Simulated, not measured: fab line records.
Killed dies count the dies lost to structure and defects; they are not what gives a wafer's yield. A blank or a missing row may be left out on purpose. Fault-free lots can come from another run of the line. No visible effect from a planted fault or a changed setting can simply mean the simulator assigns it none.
fab line records    flow sky130
record: lots: 6  wafers: 18  lastDay: 50
route steps=708 shown NWELL@61
lots that met no fault: from a run of the same line without faults
startH: hours from the record's opening day to when the first of the lot's shown wafers began    waitH: hours since the lot's step before    " identical to the entry in the row above    L1.1+2: several wafers, shown together as one row    - value missing, or start not given    * or withheld: withheld    < > ~ a bound
route shown NAME@n: NAME is a module with steps in the file, n the number in the route of the first one    usual: the fault-free wafers' mean and standard deviation    same: alike in all rows    chamber/n: place in a boat    sites: readings site by site    _std_site: the standard deviation of these    _edge_site: inner sites' mean taken away from outer sites' mean    radiusMm: for every site, how far away it sits from the centre of the wafer    mask NAME#n: copy n    behind: tool/chamber where the wafer was last shaped    hold: why the lot was held/for how many hours/how that ended    device: the n, p or np transistor that did not switch    end of line: at the end of the route, the tests of the same wafers    for a step that has no rows: nothing shown but its recipe    killed: not the wafer's yield, but the dies lost to structure and defects at the first sort    map: per-die view of a wafer (x killed, . not killed, _ where there is no die)
set.NAME: the setting that was run; set.NAME@STEP: the one run at that earlier step    model.NAME: the simulator's own value behind a step, which no gauge read
lots seen at some steps along the route; tables by step, rows by wafer
services: a tool's chamber out of use, with start hour (startH, from the record's first day; less than 0 if before it), hours out, and reason
== steps ==
step: SKY_NWELL_PEB_08
recipe: tempC: 115  timeS: withheld
step: SKY_NWELL_DEVELOP_09
recipe: wallAngleDeg: 90  developer: TMAH  developTimeS: 60  devTempC: 23
step: SKY_NWELL_OVL_MEAS_10
usual: NWELL_00_OVL: 0.1/1.4
lot.wafer  tool        chamber  startH  waitH  NWELL_00_OVL[nm]
L314.2     overlay-02  -        157.14  -      -1.4
L314.3     "           -        "       "      2.3
L314.4     "           -        "       "      0.0
L315.2     overlay-01  -        157.18  -      -3.5
L315.3     "           -        "       "      -3.3
L315.4     "           -        "       "      -3.7
L318.1     overlay-01  -        174.42  -      -0.7
L318.4     "           -        "       "      -1.1
L318.6     "           -        "       "      -1.5
L319.1     overlay-01  -        182.35  -      0.1
L319.4     "           -        "       "      1.8
L319.6     "           -        "       "      2.0
L323.3     overlay-01  -        204.86  -      -1.2
L323.5     "           -        "       "      1.2
L323.6     "           -        "       "      2.4
L324.3     overlay-02  -        211.78  -      -0.1
L324.4     "           -        "       "      -0.6
L324.6     "           -        "       "      0.0
step: SKY_NWELL_IMPLANT_11
recipe: species: P  energyKev: 400  doseCm2: 1.9e+13  tiltDeg: withheld
step: SKY_NWELL_IMPLANT_12
recipe: species: P  energyKev: 120  doseCm2: 1.3e+12  tiltDeg: withheld
step: SKY_NWELL_IMPLANT_13
recipe: species: P  energyKev: 50  doseCm2: 7e+11  tiltDeg: withheld
step: SKY_NWELL_STRIP_14
recipe: chemistry: O2/N2  powerW: 1400  pressureMtorr: 1500  platenTempC: withheld  o2FlowSccm: 3000  n2FlowSccm: 300  overashFraction: 0.5
usual: drypumpMotorCurrentA: 6.1/0.49  oesProductAu: 0.722/0.005  stripTimeToEndpointS: 36.90/0.094
lot.wafer  tool            chamber  startH  waitH  drypumpMotorCurrentA  oesProductAu  rfHoursCounterH  stripTimeToEndpointS
L314.2     plasmaAsher-01  1        157.62  0.1    5.7                   0.724         45               36.91
L314.3     "               0        "       "      6.5                   0.723         -                36.99
L314.4     "               1        "       "      5.7                   0.718         -                36.94
L315.2     plasmaAsher-02  1        157.66  0.1    6.6                   0.717         4                36.88
L315.3     "               0        "       "      5.1                   0.727         -                36.81
L315.4     "               1        "       "      6.6                   0.727         -                36.89
L318.1     plasmaAsher-02  0        174.91  0.1    5.1                   0.725         5                36.85
L318.4     "               1        "       "      6.6                   0.720         -                36.78
L318.6     "               1        "       "      6.6                   0.719         -                36.84
L319.1     plasmaAsher-01  0        182.83  0.1    6.5                   0.726         47               36.73
L319.4     "               0        "       "      6.5                   0.728         -                36.86
L319.6     "               1        "       "      5.7                   0.717         -                36.67
L323.3     plasmaAsher-04  0        205.37  0.1    6.5                   0.722         -                36.92
L323.5     "               1        "       "      6.0                   0.726         -                36.87
L323.6     "               0        "       "      6.5                   0.723         -                36.87
L324.3     plasmaAsher-02  0        212.29  0.1    5.1                   0.722         -                36.94
L324.4     "               1        "       "      6.6                   0.724         -                36.91
L324.6     "               0        "       "      5.1                   0.720         -                36.90
step: SKY_NWELL_TW_MEAS_15
usual: NWELL_TW: 1828/12
lot.wafer  tool          chamber  startH  waitH  NWELL_TW
L314.2     filmMetro-01  -        157.73  0.1    1822
L314.3     "             -        "       "      1833
L314.4     "             -        "       "      1828
L315.2     filmMetro-04  -        157.77  0.1    1841
L315.3     "             -        "       "      1842
L315.4     "             -        "       "      1838
L318.1     filmMetro-03  -        175.01  0.1    1805
L318.4     "             -        "       "      1818
L318.6     "             -        "       "      1812
L319.1     filmMetro-03  -        182.93  0.1    1815
L319.4     "             -        "       "      1806
L319.6     "             -        "       "      1817
L323.3     filmMetro-04  -        205.45  0.1    1839
L323.5     "             -        "       "      1838
L323.6     "             -        "       "      1844
L324.3     filmMetro-03  -        212.38  0.1    1823
L324.4     "             -        "       "      1816
L324.6     "             -        "       "      1823
step: SKY_NWELL_DEHYDRATE_16
recipe: tempC: 200  timeS: 60
step: SKY_NWELL_HMDS_17
recipe: primeTimeS: 60  primeTempC: 120
step: SKY_NWELL_COAT_18
recipe: spinRpm: 2000  resistThkNm: 3000
step: SKY_NWELL_SOFTBAKE_19
recipe: tempC: 110  timeS: withheld
step: SKY_NWELL_EXPOSE_20
recipe: maskId: NWM_COMPLEMENT  na: 0.6  sourceShape: conventional  sigmaOuter: 0.6  polarization: unpolarized  targetCdNm: 840  doseMj: 260
usual: exposureDoseMJCm2: 260.02/0.24  focusOffsetNm: -0.1/0.5
lot.wafer  tool             chamber  startH  waitH  mask              exposureDoseMJCm2  focusOffsetNm  model.NWELL.overlayYNm  model.NWELL.overlayXNm
L314.2     ilineStepper-02  0        168.11  -      NWM_COMPLEMENT#0  259.96             -0.4           0.1102                  -0.5657
L314.3     "                0        "       "      NWM_COMPLEMENT#0  260.26             -0.6           0.1102                  -0.5657
L314.4     "                0        "       "      NWM_COMPLEMENT#0  260.59             0.0            0.1102                  -0.5657
L315.2     ilineStepper-02  0        168.23  -      NWM_COMPLEMENT#0  260.08             0.6            1.251                   0.14
L315.3     "                0        "       "      NWM_COMPLEMENT#0  260.63             -0.3           1.251                   0.14
L315.4     "                0        "       "      NWM_COMPLEMENT#0  260.50             -0.8           1.251                   0.14
L318.1     ilineStepper-01  -        185.77  -      NWM_COMPLEMENT#0  -                  -              -0.8334                 -1.015
L318.4     "                -        "       "      NWM_COMPLEMENT#0  -                  -              -0.8334                 -1.015
L318.6     "                -        "       "      NWM_COMPLEMENT#0  -                  -              -0.8334                 -1.015
L319.1     ilineStepper-02  -        192.82  -      NWM_COMPLEMENT#0  -                  -              0.1386                  0.7171
L319.4     "                -        "       "      NWM_COMPLEMENT#0  -                  -              0.1386                  0.7171
L319.6     "                -        "       "      NWM_COMPLEMENT#0  -                  -              0.1386                  0.7171
L323.3     ilineStepper-01  0        216.87  -      NWM_COMPLEMENT#0  260.08             -0.5           -0.7826                 0.7197
L323.5     "                0        "       "      NWM_COMPLEMENT#0  259.92             -0.6           -0.7826                 0.7197
L323.6     "                0        "       "      NWM_COMPLEMENT#0  259.88             -0.6           -0.7826                 0.7197
L324.3     ilineStepper-02  0        223.69  -      NWM_COMPLEMENT#0  259.69             0.8            -0.3593                 0.3296
L324.4     "                0        "       "      NWM_COMPLEMENT#0  260.16             -0.3           -0.3593                 0.3296
L324.6     "                0        "       "      NWM_COMPLEMENT#0  259.66             0.0            -0.3593                 0.3296
step: SKY_NWELL_PEB_21
recipe: tempC: 115  timeS: withheld
== services ==
tool             chamber  startH  hours  kind
ilineStepper-01  -        144.83  0.8    repair
plasmaAsher-04   -        145.75  2.8    pm
ilineStepper-01  0        147.31  -      calibration
ilineStepper-01  -        166.07  0.6    repair
ilineStepper-02  -        203.89  1.7    pm
plasmaAsher-02   -        219.84  0.4    repair
== key ==
firstSign: step: SKY_NWELL_EXPOSE_20  reading: toolRecord  direction: missing
effect none on later readings
modelEffect: step: SKY_NWELL_EXPOSE_20  value: NWELL.overlayYNm  without: 0.4765  struck: -0.3474
metAt SKY_NWELL_EXPOSE_20
struckWafers L318.1,L318.4,L318.6,L319.1,L319.4,L319.6
sortLeftOut L318.1,L318.4,L318.6,L319.1,L319.4,L319.6
testerLeftOut L318,L319
onsetBetween 168.23 185.77
fault: kind: skippedStepWhole  tool: ilineStepper-01,ilineStepper-02  chamber: -  onsetH: 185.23  steps: SKY_NWELL_EXPOSE_20  scope: struckLotsOnly
testerLeftOut: of these lots the tester's yield and bins aren't shown, on N5 and GAA mostly nor the transistor test; their killed dies are dies lost to structure and defects alone, not to doping, threshold or leakage, so they don't give the yield
sortLeftOut: the simulated sort isn't trusted on such a fault, so these wafers' sort isn't shown, and their yield isn't known
